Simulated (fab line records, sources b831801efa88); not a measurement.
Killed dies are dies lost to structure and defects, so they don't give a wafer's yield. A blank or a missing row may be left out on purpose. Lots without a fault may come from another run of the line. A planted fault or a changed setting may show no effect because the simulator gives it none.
Chamber matching | flow sky130 | SKY_VIA2_CMP_02 on cmp-01: 4 sister chambers
The step polishes SiO2. 8 wafers are shown with their chamber, then 8 later ones without.

WAFERS WITH THEIR CHAMBER
wafer  | chamber | motor_current_A (A) | head_pressure_psi (psi)
L167.2 | 1       | 13.6                | 4.010
L169.3 | 3       | 13.3                | 3.993
L169.4 | 0       | 11.1                | 4.007
L169.5 | 3       | 14.0                | 3.996
L171.2 | 0       | 11.2                | 4.007
L171.3 | 1       | 14.3                | 4.008
L171.4 | 2       | 10.8                | 4.003
L172.4 | 2       | 10.3                | 3.983

WAFERS WITHOUT THEIR CHAMBER
wafer  | motor_current_A (A) | head_pressure_psi (psi)
L172.5 | 13.7                | 4.006
L172.6 | 10.4                | 3.992
L173.1 | 14.3                | 4.002
L173.4 | 10.1                | 4.007
L173.6 | 13.3                | 4.005
L182.1 | 13.4                | 3.997
L182.3 | 10.5                | 4.002
L182.4 | 10.7                | 4.011

WHICH CHAMBER EACH WENT THROUGH
wafer  | from the rows above     | in truth
L172.5 | can't be placed: 1 or 3 | 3
L172.6 | 2                       | 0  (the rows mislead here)
L173.1 | can't be placed: 1 or 3 | 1
L173.4 | can't be placed: 2 or 0 | 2
L173.6 | can't be placed: 3 or 1 | 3
L182.1 | can't be placed: 3 or 1 | 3
L182.3 | can't be placed: 2 or 0 | 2
L182.4 | can't be placed: 0 or 2 | 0
Placed correctly: 0 of 8. Can't be placed from these rows: 7 (the true chamber is among the candidates in 7). Placed wrongly: 1.
How it was worked out, from the rows above alone: a wafer's distance from a chamber is the root of the sum, over the readings, of the square of ((its reading less the chamber's mean) divided by the reading's scatter). The wafer belongs to the nearest chamber; if the next one is less than 2 further off, it can't be placed. A chamber's mean is the mean of its shown wafers. The scatter: the root of (the sum of the squares of (reading less its chamber's mean) over the shown wafers, divided by (wafers less chambers)).
